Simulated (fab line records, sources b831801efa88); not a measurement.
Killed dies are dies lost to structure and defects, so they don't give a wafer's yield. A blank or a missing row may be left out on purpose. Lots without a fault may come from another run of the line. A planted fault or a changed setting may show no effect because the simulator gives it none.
A struck lot beside a sound one | flow sfq_line | 34 steps out of a route of 325
Sound: wafers L275.2, L275.4, L275.6. Struck: wafers L269.2, L269.3, L269.6. The cause comes at the end.
At each step with rows: each side's tool, then ch and its chambers, then its first start. Under that, the readings that differ: sound wafers | struck wafers | difference of the means | sigmas: that difference in standard deviations of wafers without a fault.
alike: readings whose means differ by less than 2 such deviations, and words and numbers that are the same on both sides. not compared: withheld readings, readings that some wafer has no value for, bounds like >300 that may hide the same value, and numbers for which the record gives no deviation and whose values overlap.
The two part at a step that has a row with sigmas, a row that says differs or no value, or rows on one side only. Numbers that don't overlap but have no deviation are shown without sigmas and don't part them. A reading that every wafer of one side lacks parts them only if that side has two wafers or more.

first, 6 steps without rows for these wafers: SFQ_TRILAYER_M0_LITHO_COAT_026 (resist thk 62 nm); SFQ_TRILAYER_M0_LITHO_COAT_021 (resist thk 600 nm); SFQ_TRILAYER_M0_LITHO_SOFTBAKE_025; SFQ_TRILAYER_M0_LITHO_EXPOSE_022 (exposes mask M0, target cd 500 nm); SFQ_TRILAYER_M0_LITHO_PEB_024 (peb time 60 s); SFQ_TRILAYER_M0_LITHO_DEVELOP_023 (time 60 s).
SFQ_M0_OVL_MEAS_906:
  sound on overlay-02, day 17 05:27; struck on overlay-01, day 15 18:33
  alike: M0_OVL
SFQ_TRILAYER_M0_BARC_OPEN_METAL_ETCH_031: etches BARC in O2, target depth 125 nm, time 41.7 s.
  sound on rie_metal-04 ch 0,1, day 17 05:29; struck on rie_metal-03 ch 0,1, day 15 18:35
  alike: drypump_motor_current_A, oes_product_au
  not compared: rf_hours_counter_h
SFQ_TRILAYER_M0_ETCH_METAL_ETCH_024: etches Nb in Cl2/Ar, stops on SiO2, target depth 240 nm, time 120 s.
  sound on rie_metal-04 ch 0,1, day 17 05:32; struck on rie_metal-03 ch 0,1, day 15 18:40
  alike: drypump_motor_current_A, oes_product_au
  not compared: rf_hours_counter_h
SFQ_TRILAYER_M0_STRIP_STRIP_025: strips in O2.
  sound on rie_metal-04 ch 0,1, day 17 05:40; struck on rie_metal-03 ch 0,1, day 15 18:50
  alike: drypump_motor_current_A, oes_product_au
  not compared: rf_hours_counter_h
then, 1 step without rows for these wafers: SFQ_TRILAYER_M0_STRIP_SOLV_CLEAN_026 (cleans in NMP, time 600 s).
SFQ_TRILAYER_I0_DEP_PECVD_027: deposits SiO2 from SiH4/N2O, time 111.11 s, target thk 500 nm.
  sound on pecvd-03 ch 0,1,2, day 17 06:29; struck on pecvd-04 ch 0,1,2, day 15 20:01
  no value came back on the struck wafers for any of 5 readings (chamber_pressure_Torr (Torr), heater_power_outer_w (W) and others); on the sound wafers chamber_pressure_Torr (Torr) reads 2.393 2.408 2.400
SFQ_TRILAYER_I0_CMP_CMP_028: polishes SiO2.
  sound on cmp-02 ch 1,3, day 17 06:34; struck on cmp-01 ch 0,3, day 15 20:35
  reading                | sound       | struck | difference                    | sigmas
  time_to_endpoint_s (s) | 208 219 221 | - - -  | no value on the struck wafers |
  alike: motor_current_A
SFQ_I0_BOW_MEAS_907:
  sound on film_metro-01, day 17 09:35; struck on film_metro-03, day 15 23:07
  alike: I0_BOW
SFQ_TRILAYER_I0_METRO_MEASURE_029:
  sound on film_metro-01, day 17 09:53; struck on film_metro-03, day 15 23:25
then, 6 steps without rows for these wafers: SFQ_TRILAYER_I0_VIA_LITHO_COAT_036 (resist thk 62 nm); SFQ_TRILAYER_I0_VIA_LITHO_COAT_031 (resist thk 650 nm); SFQ_TRILAYER_I0_VIA_LITHO_SOFTBAKE_035; SFQ_TRILAYER_I0_VIA_LITHO_EXPOSE_032 (exposes mask I0, target cd 500 nm); SFQ_TRILAYER_I0_VIA_LITHO_PEB_034 (peb time 60 s); SFQ_TRILAYER_I0_VIA_LITHO_DEVELOP_033 (time 60 s).
-- the record jumps here: 5 days lie between the struck wafers' starts before and after --
SFQ_I0_OVL_MEAS_908:
  sound on overlay-01, day 23 14:51; struck on overlay-01, day 21 06:27
  alike: I0_OVL
then, 1 step without rows for these wafers: SFQ_TRILAYER_I0_VIA_BARC_OPEN_VIA_ETCH_046 (etches BARC in O2, target depth 125 nm, time 41.7 s).
SFQ_TRILAYER_I0_VIA_ETCH_VIA_ETCH_034: etches SiO2 in CHF3, stops on Nb, target depth 260 nm.
  sound on rie_diel-02 ch 0,2,3, day 23 14:55; struck on rie_diel-01 ch 1,2,3, day 21 06:31
  reading                  | sound             | struck            | difference | sigmas
  oes_product_au (a.u.)    | 0.863 0.842 0.849 | 0.376 0.371 0.379 | -0.476     | -90
  model.etch.depth_nm (nm) | 200.2 198.8 199.4 | 0 0 0             | -199       |
  alike: drypump_motor_current_A
then, 3 steps without rows for these wafers: SFQ_TRILAYER_I0_VIA_STRIP_STRIP_035 (strips in O2); SFQ_TRILAYER_I0_VIA_STRIP_SOLV_CLEAN_036 (cleans in NMP, time 600 s); SFQ_TRILAYER_M1_DEP_PRE_CLEAN_038 (time 22.5 s).
SFQ_TRILAYER_M1_DEP_SPUTTER_037: material Nb, target thk 200 nm, time 133.3 s.
  sound on pvd_sputter-06, day 23 15:50; struck on pvd_sputter-03, day 21 07:26
  alike: throttle_valve_pct
SFQ_M1_RS_MEAS_909: measures by four-point-probe.
  sound on film_metro-04, day 23 15:57; struck on film_metro-03, day 21 07:33
  alike: M1_NB_RS
then, 3 steps without rows for these wafers: SFQ_TRILAYER_M1_LITHO_COAT_044 (resist thk 62 nm); SFQ_TRILAYER_M1_LITHO_COAT_039 (resist thk 600 nm); SFQ_TRILAYER_M1_LITHO_SOFTBAKE_043.
-- the record jumps here: 7 days lie between the struck wafers' starts before and after --
SFQ_TRILAYER_M1_LITHO_EXPOSE_040: exposes mask M1, target cd 500 nm.
  sound on krf_scanner-01 ch 0, day 30 04:04; struck on krf_scanner-01, day 28 00:28
  no value came back on the struck wafers for exposure_dose_mJ_cm2, focus_offset_nm (nm), sigma_outer; on the sound wafers exposure_dose_mJ_cm2 reads 14.375 14.393 14.389
  alike: mask
then, 1 step without rows for these wafers: SFQ_TRILAYER_M1_LITHO_PEB_042 (peb time 60 s).

WHERE THEY PART
First at SFQ_TRILAYER_I0_DEP_PECVD_027; last, within this record, at SFQ_TRILAYER_M1_LITHO_EXPOSE_040.

WHY: what the simulator had put in
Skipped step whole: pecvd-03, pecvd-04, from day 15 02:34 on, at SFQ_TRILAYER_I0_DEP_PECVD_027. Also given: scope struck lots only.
